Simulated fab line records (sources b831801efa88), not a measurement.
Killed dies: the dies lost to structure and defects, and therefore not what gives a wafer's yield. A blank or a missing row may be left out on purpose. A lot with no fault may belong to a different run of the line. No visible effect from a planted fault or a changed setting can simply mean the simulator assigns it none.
fab line records | flow gf180mcu
record lots=14 wafers=42 last-day=34
route steps=602 shown SAB@277 CONTACT@291 M1@317 M2@378
lots with no fault: from the same line, run without faults
start-h: hours from the record's first day to the start of the lot's first wafer shown | wait-h: hours from the lot's prior step to this one | " repeats the value in the row above | L1.1+2: a single row standing in for several wafers | - value missing, or start not given | * or withheld: withheld | < > ~ a bound
route shown NAME@n: a module of which the file shows steps, and the number in the route of the first | usual: average and standard deviation across the fault-free wafers | same: alike in all rows | chamber/n: place in a boat | sites: each site's reading | _std_site: standard deviation across them | _edge_site: the outer-site mean with the inner-site mean subtracted | radius-mm: how far each site lies from the wafer's centre | mask NAME#n: copy n | behind: the last tool/chamber to shape the wafer | hold: why the lot was held/for how many hours/how that ended | device: the n, p or np transistor that did not switch | end of line: tests run on the same wafers once the route is complete | for a step that has no rows: nothing shown but its recipe | killed: count of dies lost to structure and defects at first sort (not the wafer's yield) | map: a wafer's dies, marking killed ones x, the rest . and places with no die _
set.NAME: the setting that was run; set.NAME@STEP: the one run at that earlier step | model.NAME: the simulator's own value behind a step, which no gauge read
one table for each step of the route and one row for each wafer, over a sample of lots
services: when a tool's chamber went out of use (start-h, in hours from the record's first day, below 0 if earlier), for how many hours, and the reason
## steps
# step GF_SAB_STRIP_13
# recipe chemistry=O2/N2 power-w=1400 pressure-mtorr=1500 platen-temp-c=250 o2-flow-sccm=3000 n2-flow-sccm=300 overash-fraction=0.5
# usual drypump-motor-current-A=5.7/0.42 heater-power-w=356/26 oes-product-au=0.710/0.0048 strip-time-to-endpoint-s=12.61/0.039
# same overash-fraction=0.5
# columns lot.wafer tool chamber start-h wait-h drypump-motor-current-A heater-power-w oes-product-au rf-hours-counter-h strip-time-to-endpoint-s
L139.1 plasma-asher-03 0 345.64 0.0 6.4 364 0.712 73 12.60
L139.2 " 1 " " 5.8 346 0.712 73 12.61
L139.4 " 1 " " 5.8 343 0.711 - 12.58
L140.1 plasma-asher-01 0 355.04 0.0 5.7 388 0.721 56 12.67
L140.4 " 0 " " 5.8 383 0.700 - 12.60
L140.5 " 0 " " 5.8 387 0.713 - 12.66
L143.4 plasma-asher-03 1 370.23 0.0 5.8 352 0.715 - 12.65
L143.5 " 0 " " 6.4 366 0.705 - 12.62
L143.6 " 1 " " 5.8 350 0.712 - 12.68
L142.1 plasma-asher-01 0 376.40 0.0 5.8 383 0.711 58 12.61
L142.3 " 1 " " 5.6 314 0.706 - 12.64
L142.6 " 0 " " 5.8 380 0.720 - 12.63
L146.2 plasma-asher-01 1 410.58 0.0 5.6 310 0.708 62 12.65
L146.3 " 1 " " 5.6 311 0.703 - 12.63
L146.6 " 0 " " 5.7 384 0.714 - 12.65
L154.1 plasma-asher-02 0 481.95 0.0 6.0 360 0.711 37 12.59
L154.3 " 1 " " 4.9 381 0.717 - 12.61
L154.4 " 0 " " 6.0 350 0.709 - 12.65
L155.1 plasma-asher-02 0 488.84 0.0 6.0 370 0.713 38 12.56
L155.2 " 1 " " 4.9 380 0.713 38 12.61
L155.6 " 1 " " 4.9 378 0.718 - 12.59
L157.1 plasma-asher-02 0 495.23 0.0 6.1 359 0.715 38 12.67
L157.2 " 1 " " 4.9 374 0.705 38 12.61
L157.6 " 0 " " 6.0 350 0.706 - 12.65
L156.1 plasma-asher-01 1 499.72 0.0 5.6 319 0.716 72 12.68
L156.2 " 0 " " 5.7 383 0.699 72 12.69
L156.6 " 1 " " 5.6 314 0.709 - 12.71
L158.1 plasma-asher-03 0 503.65 0.0 6.4 378 0.716 8 12.60
L158.3 " 1 " " 5.8 349 0.712 - 12.58
L158.4 " 0 " " 6.4 376 0.711 - 12.58
L159.1 plasma-asher-01 0 511.69 0.0 5.8 391 0.713 73 12.63
L159.3 " 0 " " 5.8 393 0.707 - 12.61
L159.4 " 1 " " 5.6 309 0.718 - 12.61
L160.2 plasma-asher-03 0 517.99 0.0 6.4 381 0.714 9 12.59
L160.4 " 1 " " 5.8 363 0.706 - 12.59
L160.5 " 0 " " 6.4 374 0.709 - 12.62
L161.1 plasma-asher-02 0 525.19 0.0 6.0 357 0.709 41 12.57
L161.4 " 0 " " 6.0 359 0.713 - 12.54
L161.6 " 0 " " 6.0 353 0.711 - 12.51
L162.3 plasma-asher-01 1 528.62 0.0 5.6 309 0.702 - 12.60
L162.4 " 0 " " 5.7 388 0.709 - 12.57
L162.6 " 0 " " 5.7 388 0.707 - 12.55
# step GF_CONTACT_CMP_04
# recipe material=SiO2 down-force-psi=4 platen-rpm=60 pad-velocity-m-s=0.94248
# usual motor-current-A=12.5/1.5 time-to-endpoint-s=111/6.1
# columns lot.wafer tool chamber start-h wait-h motor-current-A time-to-endpoint-s
L139.1 cmp-02 1 346.64 0.1 11.7 117
L139.2 " 2 " " 11.0 116
L139.4 " 3 " " 13.7 119
L140.4 cmp-01 1 356.00 0.0 12.4 104
L140.1 " 3 " " 9.4 109
L140.5 " 1 " " 12.4 112
L143.4 cmp-01 1 371.29 0.2 13.2 113
L143.6 " 2 " " 13.3 110
L143.5 " 3 " " 9.7 115
L142.1 cmp-01 0 377.45 0.1 13.2 120
L142.3 " 1 " " 12.2 101
L142.6 " 3 " " 9.7 116
L146.3 cmp-01 2 411.54 0.0 13.6 103
L146.2 " 1 " " 12.8 103
L146.6 " 3 " " 9.2 114
L154.3 cmp-02 1 482.94 0.0 11.9 115
L154.4 " 2 " " 11.3 113
L154.1 " 3 " " 13.9 111
L155.1 cmp-02 3 489.79 0.1 13.5 112
L155.2 " 1 " " 11.3 101
L155.6 " 0 " " 13.3 112
L157.2 cmp-02 0 496.17 0.0 13.4 105
L157.1 " 3 " " 13.6 109
L157.6 " 0 " " 13.9 114
L156.1 cmp-01 1 500.70 0.1 13.1 104
L156.2 " 2 " " 13.6 103
L156.6 " 1 " " 12.5 110
L158.4 cmp-01 1 504.64 0.0 13.2 105
L158.1 " 2 " " 13.5 102
L158.3 " 3 " " 9.4 105
L159.3 cmp-02 0 512.74 0.0 13.4 110
L159.1 " 1 " " 11.1 100
L159.4 " 3 " " 13.7 110
L160.2 cmp-02 3 518.94 0.0 13.6 105
L160.4 " 2 " " 11.2 108
L160.5 " 0 " " 13.4 116
L161.1 cmp-01 3 526.14 0.1 9.3 108
L161.4 " 1 " " 12.7 109
L161.6 " 0 " " 13.5 119
L162.3 cmp-02 0 529.59 0.1 13.7 122
L162.4 " 1 " " 10.9 116
L162.6 " 3 " " 14.1 121
# step GF_M1_SPUTTER_02
# recipe material=AlCu target-thk-nm=450 power-w=10600 time-s=23.9 chamber-pressure-pa=0.4
# usual throttle-valve-pct=29.7/1.2
# columns lot.wafer tool chamber start-h wait-h throttle-valve-pct
L139.1 pvd-sputter-03 - 369.71 0.0 29.3
L139.2 " - " " 30.8
L139.4 " - " " 31.0
L140.1 pvd-sputter-03 - 380.12 0.0 29.6
L140.4 " - " " 31.2
L140.5 " - " " 31.0
L143.4 pvd-sputter-03 - 395.47 0.0 29.5
L143.5 " - " " 31.4
L143.6 " - " " 30.9
L142.1 pvd-sputter-01 - 402.36 0.0 28.4
L142.3 " - " " 31.0
L142.6 " - " " 28.2
L146.2 pvd-sputter-01 - 437.74 0.0 29.6
L146.3 " - " " 30.7
L146.6 " - " " 28.3
L154.1 pvd-sputter-04 - 509.09 0.0 30.5
L154.3 " - " " 29.0
L154.4 " - " " 29.0
L155.1 pvd-sputter-04 - 515.40 0.0 29.1
L155.2 " - " " 30.9
L155.6 " - " " 30.6
L157.1 pvd-sputter-04 - 521.30 0.0 27.5
L157.2 " - " " 29.4
L157.6 " - " " 30.8
L156.1 pvd-sputter-03 - 525.14 0.0 31.0
L156.2 " - " " 31.2
L156.6 " - " " 30.9
L158.1 pvd-sputter-04 - 530.15 0.0 29.3
L158.3 " - " " 30.6
L158.4 " - " " 29.0
L159.1 pvd-sputter-01 - 537.19 0.0 30.8
L159.3 " - " " 28.0
L159.4 " - " " 30.9
L160.2 pvd-sputter-04 - 544.07 0.0 27.6
L160.4 " - " " 29.0
L160.5 " - " " 29.0
L161.1 pvd-sputter-04 - 550.59 0.0 29.0
L161.4 " - " " 30.8
L161.6 " - " " 29.3
L162.3 pvd-sputter-01 - 554.22 0.0 29.7
L162.4 " - " " 30.4
L162.6 " - " " 30.5
# step GF_M2_METAL_ETCH_16
# recipe chemistry=Cl2/BCl3 mask-material=KrF target-depth-nm=750.8 stop-on=SiO2 pressure-mtorr=8 icp-w=800 bias-w=140 Cl2_flow_sccm=80 bcl3-flow-sccm=40 time-s=125.1
# usual drypump-motor-current-A=5.8/0.7 oes-product-au=0.990/0.0071 throttle-valve-pct=28.231/0.012
# columns lot.wafer tool chamber start-h wait-h drypump-motor-current-A oes-product-au rf-hours-counter-h throttle-valve-pct
L139.1 rie-metal-03 1 443.19 0.0 5.6 0.993 1 28.226
L139.2 " 0 " " 6.0 1.000 10 28.223
L139.4 " 0 " " 6.0 0.989 - 28.235
L140.1 rie-metal-04 0 453.24 0.0 6.5 0.989 6 28.233
L140.4 " 1 " " 4.6 0.988 - 28.241
L140.5 " 1 " " 4.6 0.987 - 28.235
L143.4 rie-metal-04 0 470.88 0.1 6.5 0.995 - 28.236
L143.5 " 1 " " 4.6 0.988 - 28.240
L143.6 " 0 " " 6.6 1.000 - 28.211
L142.1 rie-metal-04 1 477.29 0.0 4.6 0.841 12 28.382
L142.3 " 0 " " 6.5 0.858 - 28.393
L142.6 " 1 " " 4.6 0.985 - 28.249
L146.2 rie-metal-04 0 512.93 0.1 6.6 0.993 - 28.218
L146.3 " 0 " " 6.6 0.855 - 28.361
L146.6 " 0 " " 6.5 0.988 - 28.218
L154.1 rie-metal-02 0 579.89 0.0 6.2 0.987 9 28.222
L154.3 " 0 " " 6.2 0.994 - 28.231
L154.4 " 1 " " 6.3 0.989 - 28.233
L155.1 rie-metal-04 0 587.39 0.0 6.5 0.984 9 28.227
L155.2 " 1 " " 4.6 0.975 2 28.231
L155.6 " 0 " " 6.6 0.990 - 28.227
L157.1 rie-metal-04 0 591.04 0.0 6.6 0.988 9 28.222
L157.2 " 1 " " 4.6 0.979 2 28.247
L157.6 " 1 " " 4.6 0.980 - 28.251
L156.1 rie-metal-02 1 595.09 0.0 6.2 0.992 4 28.225
L156.2 " 0 " " 6.2 0.993 10 28.229
L156.6 " 1 " " 6.2 0.997 - 28.239
L158.1 rie-metal-03 0 599.14 0.0 6.0 0.997 14 28.233
L158.3 " 0 " " 6.1 0.985 - 28.241
L158.4 " 1 " " 5.6 0.988 - 28.213
L159.1 rie-metal-03 1 605.22 0.0 5.5 0.996 5 28.233
L159.3 " 0 " " 6.0 0.993 - 28.224
L159.4 " 1 " " 5.5 0.989 - 28.236
L160.2 rie-metal-04 0 611.14 0.0 6.6 1.002 10 28.247
L160.4 " 1 " " 4.6 0.987 - 28.240
L160.5 " 0 " " 6.5 0.999 - 28.223
L161.1 rie-metal-03 0 618.09 0.0 6.0 0.994 14 28.220
L161.4 " 0 " " 6.0 0.997 - 28.255
L161.6 " 1 " " 5.6 0.994 - 28.222
L162.3 rie-metal-04 0 621.48 0.1 6.5 1.001 - 28.218
L162.4 " 1 " " 4.6 0.984 - 28.232
L162.6 " 1 " " 4.6 0.972 - 28.234
# step GF_M2_STRIP_17
# recipe chemistry=O2/N2 power-w=1400 pressure-mtorr=1500 platen-temp-c=250 o2-flow-sccm=3000 n2-flow-sccm=300 overash-fraction=0.5
# usual drypump-motor-current-A=5.8/0.44 heater-power-w=357/23 oes-product-au=0.539/0.0055 strip-time-to-endpoint-s=7.40/0.063
# same overash-fraction=0.5
# columns lot.wafer tool chamber start-h wait-h drypump-motor-current-A heater-power-w oes-product-au rf-hours-counter-h strip-time-to-endpoint-s
L139.1 plasma-asher-03 1 443.32 0.1 5.8 353 0.531 1 7.41
L139.2 " 0 " " 6.4 372 0.533 1 7.40
L139.4 " 1 " " 5.8 344 0.547 - 7.42
L140.1 plasma-asher-02 1 453.37 0.1 4.9 376 0.540 34 7.32
L140.4 " 0 " " 6.0 352 0.541 - 7.44
L140.5 " 1 " " 4.9 381 0.537 - 7.41
L143.4 plasma-asher-02 0 471.00 0.1 6.0 349 0.531 - 7.38
L143.5 " 1 " " 4.9 378 0.537 - 7.46
L143.6 " 0 " " 6.0 357 0.544 - 7.38
L142.1 plasma-asher-01 0 477.42 0.1 5.7 386 0.574 69 8.14
L142.3 " 0 " " 5.7 391 0.564 - 8.08
L142.6 " 1 " " 5.5 315 0.542 - 7.48
L146.2 plasma-asher-01 1 513.15 0.2 5.6 319 0.534 73 7.29
L146.3 " 0 " " 5.7 380 0.571 - 8.11
L146.6 " 0 " " 5.7 384 0.534 - 7.33
L154.1 plasma-asher-03 0 580.02 0.1 6.4 379 0.529 17 7.36
L154.3 " 1 " " 5.8 357 0.534 - 7.38
L154.4 " 0 " " 6.4 372 0.544 - 7.43
L155.1 plasma-asher-03 1 587.52 0.1 5.8 348 0.537 17 7.46
L155.2 " 0 " " 6.4 365 0.546 17 7.53
L155.6 " 1 " " 5.8 349 0.530 - 7.42
L157.1 plasma-asher-02 0 591.17 0.1 6.0 350 0.538 48 7.37
L157.2 " 1 " " 4.9 371 0.541 48 7.47
L157.6 " 0 " " 6.0 357 0.540 - 7.50
L156.1 plasma-asher-03 1 595.22 0.1 5.8 346 0.540 18 7.40
L156.2 " 0 " " 6.4 365 0.538 18 7.39
L156.6 " 1 " " 5.8 351 0.538 - 7.39
L158.1 plasma-asher-01 1 599.27 0.1 5.6 316 0.529 82 7.34
L158.3 " 0 " " 5.7 379 0.537 - 7.40
L158.4 " 1 " " 5.6 312 0.540 - 7.37
L159.1 plasma-asher-01 0 605.35 0.1 5.7 376 0.538 83 7.38
L159.3 " 0 " " 5.8 384 0.533 - 7.39
L159.4 " 1 " " 5.6 322 0.545 - 7.41
L160.2 plasma-asher-02 1 611.27 0.1 4.9 379 0.532 50 7.29
L160.4 " 0 " " 6.0 350 0.545 - 7.44
L160.5 " 0 " " 6.0 352 0.537 - 7.29
L161.1 plasma-asher-03 0 618.22 0.1 6.4 366 0.551 21 7.43
L161.4 " 0 " " 6.4 372 0.541 - 7.39
L161.6 " 0 " " 6.4 368 0.540 - 7.38
L162.3 plasma-asher-01 0 621.60 0.1 5.7 389 0.525 - 7.21
L162.4 " 1 " " 5.5 317 0.533 - 7.42
L162.6 " 1 " " 5.6 316 0.542 - 7.45
## services
# columns tool chamber start-h hours kind
plasma-asher-03 - 324.30 0.9 repair
plasma-asher-02 - 335.16 2.8 pm
cmp-01 - 337.61 1.0 repair
pvd-sputter-01 - 363.39 8.3 repair
cmp-01 - 363.66 4.8 pm
pvd-sputter-04 - 367.73 2.4 repair
cmp-02 - 376.92 0.5 repair
cmp-02 - 396.95 1.5 repair
rie-metal-04 0 402.65 2.5 repair
cmp-02 - 405.26 4.0 pm
rie-metal-03 - 415.89 0.6 repair
plasma-asher-03 - 421.25 9.0 pm
cmp-02 - 423.44 2.5 repair
pvd-sputter-01 - 430.86 0.9 repair
plasma-asher-02 - 499.16 1.6 repair
cmp-02 - 517.45 0.4 repair
pvd-sputter-04 - 533.78 4.7 repair
pvd-sputter-03 - 535.08 6.7 repair
cmp-02 - 542.16 18.5 repair
pvd-sputter-01 - 543.61 4.7 repair
cmp-02 - 547.39 1.8 repair
cmp-02 - 564.85 2.3 repair
cmp-01 - 572.25 4.0 pm
cmp-01 - 621.50 3.0 repair
## key
first-sign step=GF_M2_METAL_ETCH_16 reading=oes-product-au direction=down sigmas=20 usual=0.990 struck=0.851
effect step=GF_M2_METAL_ETCH_16 reading=throttle-valve-pct direction=up sigmas=13 usual=28.231 struck=28.379
effect step=GF_M2_STRIP_17 reading=strip-time-to-endpoint-s direction=up sigmas=11 usual=* struck=*
met-at GF_M2_METAL_ETCH_16
struck-lots L142,L146
struck-wafers L142.1,L142.3,L146.3
later-rows-left-out L142.1,L142.3
sort-left-out L142.1,L142.3,L146.3
not-acting-at GF_SAB_STRIP_13,GF_CONTACT_CMP_04,GF_M1_SPUTTER_02
onset-between 470.88 477.29
fault kind=process-parameter-drift tool=rie-metal-04 chamber=- onset-h=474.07 steps=GF_M2_METAL_ETCH_16 channel=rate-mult offset=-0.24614 shape=step end-h=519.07 scope=struck-wafers-only
# sort-left-out: the simulated sort isn't trusted on such a fault, so these wafers' sort isn't shown, and their yield isn't known
# later-rows-left-out: the simulator's readings of these wafers behind a module that went badly wrong aren't trusted and aren't shown, but for the sort
